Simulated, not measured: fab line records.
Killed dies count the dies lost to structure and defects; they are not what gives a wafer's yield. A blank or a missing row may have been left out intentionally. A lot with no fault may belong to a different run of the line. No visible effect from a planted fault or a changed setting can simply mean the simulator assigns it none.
8D (eight disciplines) problem report, filled in by code | flow sky130 | the parts of the form that need people (team, actions taken, sign-off) are left out

== 1. WHAT WENT WRONG ==
beam-energy-keV at SKY_LDD_N_IMPLANT_10 reads a mean of 20.750 on 9 wafers of 3 lots; wafers without a fault read 20.001 with a standard deviation of 0.0067. So: +99 or more standard deviations from the usual mean.
First observed at day 21 06:48: wafer L534.2, on implanter-02. The record has a number at this step for 21 wafers belonging to 7 lots. Rule for "out" (also "out of limits"): further than 4 standard deviations from the usual mean. All remaining wafers that have a number are taken as sound.

== 2. WHAT IT IS, WHAT IT ISN'T ==
question                    | is                     | is not
which readings at this step | beam-energy-keV        | -
which lots                  | L534, L536, L537       | L526, L543, L546, L547
which wafers of those lots  | all that have a number | -
read on which tools         | implanter-02           | implanter-03, implanter-04
when                        | from day 21 06:48      | up to then (3 sound wafers); but 9 sound wafers of L543, L546, L547 came after

== 3. SUSPECTS, AND WHAT RULES EACH OUT ==
Counting: a tool at a process step up to the reading stays a suspect if it ran every lot that is out and no sound lot after the first of them.
- implanter-02 at SKY_LDD_N_IMPLANT_10: ruled out as a lasting fault. Following L534 (day 21 06:48), the first lot on it that is out, the sound lots L543 were run on it.
Left after counting: nothing in the record.

== 4. THE CAUSE (what the simulator had put in) ==
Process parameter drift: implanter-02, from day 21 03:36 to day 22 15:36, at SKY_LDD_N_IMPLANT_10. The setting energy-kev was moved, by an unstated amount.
Counting ruled it out, wrongly.

== 5. THE EFFECT CHAIN, in route order ==
Each row: a reading whose mean over the struck wafers that have a number lies more than 3 standard deviations from the usual. Readings are gone through only where the record gives a usual standard deviation; hours: the median, over the lots, of the time from a lot's start at the first step in this table giving one to that lot's start at this step; sigmas: the change measured in usual standard deviations.
hours | step                 | reading         | usual  | on struck wafers | change | sigmas
0     | SKY_LDD_N_IMPLANT_10 | beam-energy-keV | 20.001 | 20.750           | +0.749 | +99 or more
The process steps in it:
- SKY_LDD_N_IMPLANT_10

== 6. WHAT WOULD HAVE CAUGHT IT SOONER ==
The fault began at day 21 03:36; the first out-of-limits reading in this record came at day 21 06:48, 3 hours later.
